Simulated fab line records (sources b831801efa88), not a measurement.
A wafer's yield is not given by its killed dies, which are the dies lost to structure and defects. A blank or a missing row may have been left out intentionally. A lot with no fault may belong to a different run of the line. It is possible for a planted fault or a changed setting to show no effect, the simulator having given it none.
One fault seen from 2 desks	flow sky130	each desk has only its own numbers; what lay behind them comes last

METROLOGY DESK
What the gauges read for every lot (on any tool): the sampled wafers with a number, averaged. Any lot whose mean is over 4 standard deviations away from the usual mean is out of limits and marked OUT; that distance is given in the brackets.
Columns: A = LI_CONTACT_HDPCVD_THK at SKY_LI_CONTACT_THK_MEAS_01, usual 965 nm; B = LI_CONTACT_W_THK at SKY_LI_CONTACT_THK_MEAS_23, usual 397 nm
lot	first seen here	A	B
L827	day 27 22:46	970	398
L828	day 28 10:05	967	396
L829	day 28 18:55	969	394
L830	day 29 07:07	965	393
L831	day 29 14:34	971	396
L832	day 30 11:49	958	389
L834	day 30 14:54	978	388
L839	day 32 14:17	964	396
L843	day 33 21:28	959	403
L845	day 34 02:14	970	394
L846	day 34 08:29	969	410
L847	day 34 13:51	979	400
L849	day 35 07:23	960	402
Result from this desk: across the 13 lots, nothing is out of limits.

FOR THE TOOL OWNER'S DESK: cmp-01
The tool's own readings at SKY_CONTACT_CMP_04 (polishes SiO2): means of the sampled wafers that have a number, for each lot that ran on this tool. Any lot whose mean is over 4 standard deviations away from the usual mean is out of limits and marked OUT; that distance is given in the brackets.
Columns: A = motor_current_A at SKY_CONTACT_CMP_04, usual 12.1 A; B = platen_rpm at SKY_CONTACT_CMP_04, usual 60.00 rpm; C = time_to_endpoint_s at SKY_CONTACT_CMP_04, usual 82 s
lot	first seen here	A	B	C
L828	day 30 20:43	12.1	60.02	81
L829	day 31 05:28	12.2	60.01	75
L831	day 32 00:02	12.0	60.03	82
L832	day 32 20:12	12.1	60.00	102
L834	day 33 00:28	12.9	59.96	101
L843	day 36 04:39	11.9	59.99	76
L845	day 36 09:19	12.1	60.01	86
L846	day 36 16:39	12.3	59.98	80
L847	day 36 22:52	11.8	60.02	77
L849	day 37 14:00	12.3	60.03	76
Result from this desk: across the 10 lots, nothing is out of limits.

PUT TOGETHER
Metrology desk: nothing out of limits seen.
Nothing out of limits was seen by the tool owner's desk.

WHAT WAS PUT IN BY THE SIMULATOR
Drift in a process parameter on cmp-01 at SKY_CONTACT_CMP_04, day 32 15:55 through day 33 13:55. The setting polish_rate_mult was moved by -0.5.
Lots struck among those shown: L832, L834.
